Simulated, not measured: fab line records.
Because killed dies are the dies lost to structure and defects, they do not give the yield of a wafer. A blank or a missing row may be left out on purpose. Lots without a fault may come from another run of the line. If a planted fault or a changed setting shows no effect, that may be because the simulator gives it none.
fab line records	flow sky130
record: lots: 15	wafers: 45	last-day: 50
route steps=708 shown VT_ADJUST_HVTR@140
lots with no fault: from the same line, run without faults
start-h: start of the lot's first displayed wafer, in hours after the record's first day	wait-h: how many hours have passed since the lot's step before this one	" repeats the value in the row above	L1.1+2: one row covering several wafers at once	- no value present, or no start provided	* or withheld: withheld	< > ~ a bound
route shown NAME@n: a module of which the file shows steps, and the number in the route of the first	usual: the fault-free wafers' mean and standard deviation	same: alike in all rows	chamber/n: place in a boat	sites: readings site by site	_std_site: the standard deviation of these	_edge_site: mean of outer sites minus mean of inner sites	radius-mm: how far each site lies from the wafer's centre	mask NAME#n: copy n	behind: tool/chamber where the wafer was last shaped	hold: cause of the lot's hold/its duration in hours/its outcome	device: the n, p or np transistor that did not switch	end of line: at the end of the route, the tests of the same wafers	a step with no rows: only its recipe	killed: at the first sort, the dies lost to defects and structure; wafer yield is something else	map: shows each die of a wafer: x if killed, . if not, _ if none is there
set.NAME: setting as actually run; set.NAME@STEP: the setting as run at that earlier step	model.NAME: the simulator's own value behind a step, which no gauge read
the route's steps for a sample of lots (tables are steps, rows are wafers)
services: when a tool's chamber went out of use (start-h, in hours from the record's first day, below 0 if earlier), for how many hours, and the reason
== steps ==
step: SKY_VT_ADJUST_HVTR_IMPLANT_09
recipe: species: B	energy-kev: 9.937	dose-cm2: 2.1e+12	tilt-deg: withheld
usual: dose-ions-cm2: 2.1001e+12/2e+09	faraday-current-uA: 11.76/0.23
same: implant-ion-amu: 11
lot.wafer	tool	chamber	start-h	wait-h	dose-ions-cm2	faraday-current-uA
L404.1	implanter-04	0	204.38	0.0	2.0976e+12	11.75
L404.3	"	0	"	"	2.097e+12	11.59
L404.6	"	0	"	"	2.0973e+12	11.95
L405.3	implanter-03	0	217.23	0.1	2.1004e+12	11.75
L405.5	"	0	"	"	2.0985e+12	11.48
L405.6	"	0	"	"	2.1008e+12	11.73
L406.1	implanter-02	0	221.60	0.0	2.099e+12	11.51
L406.2	"	0	"	"	2.101e+12	11.93
L406.5	"	0	"	"	2.1013e+12	12.05
L407.1	implanter-02	0	227.15	0.0	2.0992e+12	11.45
L407.2	"	0	"	"	2.0978e+12	11.88
L407.3	"	0	"	"	2.0984e+12	12.14
L408.1	implanter-04	0	235.36	0.0	2.0987e+12	11.89
L408.3	"	0	"	"	2.1003e+12	11.66
L408.6	"	0	"	"	2.1e+12	11.62
L409.3	implanter-02	0	241.65	0.1	2.0979e+12	11.66
L409.4	"	0	"	"	2.1029e+12	12.20
L409.5	"	0	"	"	2.1003e+12	11.87
L410.1	implanter-02	0	251.30	0.0	8.957e+11	5.12
L410.2	"	0	"	"	8.918e+11	5.05
L410.3	"	0	"	"	8.955e+11	5.10
L413.1	implanter-02	0	268.23	0.0	8.938e+11	5.00
L413.3	"	0	"	"	8.939e+11	4.95
L413.4	"	0	"	"	8.931e+11	5.07
L414.1	implanter-02	0	275.06	0.0	8.963e+11	5.03
L414.2	"	0	"	"	8.932e+11	4.95
L414.6	"	0	"	"	8.958e+11	4.93
L419.3	implanter-04	0	314.03	0.1	2.0988e+12	12.12
L419.4	"	0	"	"	2.1019e+12	11.63
L419.5	"	0	"	"	2.1014e+12	11.57
L423.1	implanter-02	0	342.65	0.0	2.0981e+12	11.87
L423.3	"	0	"	"	2.1021e+12	11.71
L423.4	"	0	"	"	2.1018e+12	12.06
L424.2	implanter-04	0	347.97	0.0	2.1002e+12	11.47
L424.4	"	0	"	"	2.1016e+12	11.70
L424.5	"	0	"	"	2.0998e+12	11.71
L425.2	implanter-03	0	353.02	0.0	2.1008e+12	11.98
L425.4	"	0	"	"	2.1011e+12	11.85
L425.6	"	0	"	"	2.0976e+12	11.66
L426.4	implanter-02	0	365.87	0.1	2.1016e+12	11.64
L426.5	"	0	"	"	2.0992e+12	11.35
L426.6	"	0	"	"	2.1004e+12	12.22
L427.1	implanter-02	0	375.28	0.0	2.1005e+12	11.58
L427.4	"	0	"	"	2.0997e+12	12.02
L427.5	"	0	"	"	2.0985e+12	11.67
step: SKY_VT_ADJUST_HVTR_TW_MEAS_11
usual: VT_ADJUST_HVTR_TW: 209.8/1.5
lot.wafer	tool	chamber	start-h	wait-h	hold	VT_ADJUST_HVTR_TW
L404.1	film-metro-01	-	204.64	0.1	-	211.8
L404.3	"	-	"	"	-	212.1
L404.6	"	-	"	"	-	212.9
L405.3	film-metro-04	-	217.45	0.1	-	211.6
L405.5	"	-	"	"	-	210.9
L405.6	"	-	"	"	-	212.1
L406.1	film-metro-04	-	221.85	0.1	-	211.8
L406.2	"	-	"	"	-	211.6
L406.5	"	-	"	"	-	212.0
L407.1	film-metro-03	-	227.40	0.1	-	209.4
L407.2	"	-	"	"	-	209.3
L407.3	"	-	"	"	-	209.4
L408.1	film-metro-01	-	235.61	0.1	-	211.5
L408.3	"	-	"	"	-	212.4
L408.6	"	-	"	"	-	211.2
L409.3	film-metro-01	-	241.87	0.1	-	209.6
L409.4	"	-	"	"	-	209.1
L409.5	"	-	"	"	-	210.2
L410.1	film-metro-04	-	251.55	0.1	await-dispo/0.2h/release	165.2
L410.2	"	-	"	"	await-dispo/0.2h/release	165.7
L410.3	"	-	"	"	await-dispo/0.2h/release	165.2
L410.1	film-metro-04	-	251.77	0.2	-	165.2
L410.2	"	-	"	"	-	164.8
L410.3	"	-	"	"	-	166.0
L413.1	film-metro-04	-	268.48	0.1	await-dispo/0.2h/release	165.5
L413.3	"	-	"	"	await-dispo/0.2h/release	165.3
L413.4	"	-	"	"	await-dispo/0.2h/release	165.1
L413.1	film-metro-04	-	268.71	0.2	-	164.7
L413.3	"	-	"	"	-	165.4
L413.4	"	-	"	"	-	166.6
L414.1	film-metro-01	-	275.31	0.1	await-dispo/0.2h/release	166.6
L414.2	"	-	"	"	await-dispo/0.2h/release	166.7
L414.6	"	-	"	"	await-dispo/0.2h/release	165.7
L414.1	film-metro-01	-	275.54	0.2	-	166.3
L414.2	"	-	"	"	-	167.5
L414.6	"	-	"	"	-	166.3
L419.3	film-metro-04	-	314.25	0.1	-	208.9
L419.4	"	-	"	"	-	209.4
L419.5	"	-	"	"	-	208.8
L423.1	film-metro-03	-	342.90	0.1	-	209.1
L423.3	"	-	"	"	-	209.1
L423.4	"	-	"	"	-	208.9
L424.2	film-metro-03	-	348.21	0.1	-	209.7
L424.4	"	-	"	"	-	210.3
L424.5	"	-	"	"	-	208.5
L425.2	film-metro-03	-	353.26	0.1	-	210.0
L425.4	"	-	"	"	-	208.9
L425.6	"	-	"	"	-	209.5
L426.4	film-metro-04	-	366.08	0.1	-	209.2
L426.5	"	-	"	"	-	208.6
L426.6	"	-	"	"	-	209.6
L427.1	film-metro-04	-	375.53	0.1	-	208.9
L427.4	"	-	"	"	-	208.4
L427.5	"	-	"	"	-	208.7
== services ==
tool	chamber	start-h	hours	kind
implanter-03	-	239.62	1.5	repair
implanter-02	-	269.30	3.2	pm
implanter-04	-	269.60	2.3	repair
implanter-03	-	276.87	4.6	pm
implanter-03	-	299.09	3.9	repair
implanter-02	-	300.44	14.3	pm
== key ==
first-sign: step: SKY_VT_ADJUST_HVTR_IMPLANT_09	reading: dose-ions-cm2	direction: down	sigmas: 99+	usual: *	struck: *
effect: step: SKY_VT_ADJUST_HVTR_IMPLANT_09	reading: faraday-current-uA	direction: down	sigmas: 29	usual: 11.76	struck: 5.02
effect: step: SKY_VT_ADJUST_HVTR_TW_MEAS_11	reading: visit	direction: added
effect: step: SKY_VT_ADJUST_HVTR_TW_MEAS_11	reading: VT_ADJUST_HVTR_TW	direction: down	sigmas: 30	usual: 209.8	struck: 165.7
met-at SKY_VT_ADJUST_HVTR_IMPLANT_09
struck-lots L410,L413,L414
tester-left-out L410,L413,L414
onset-between 241.65 251.30
fault: kind: process-parameter-drift	tool: implanter-02	chamber: -	onset-h: 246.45	steps: SKY_VT_ADJUST_HVTR_IMPLANT_09	channel: dose-cm2	offset: *	shape: step	end-h: 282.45	acts-in: *	stated: *
tester-left-out: of these lots the tester's yield and bins aren't shown, on N5 and GAA mostly nor the transistor test; their killed dies are dies lost to structure and defects alone, not to doping, threshold or leakage, so they don't give the yield
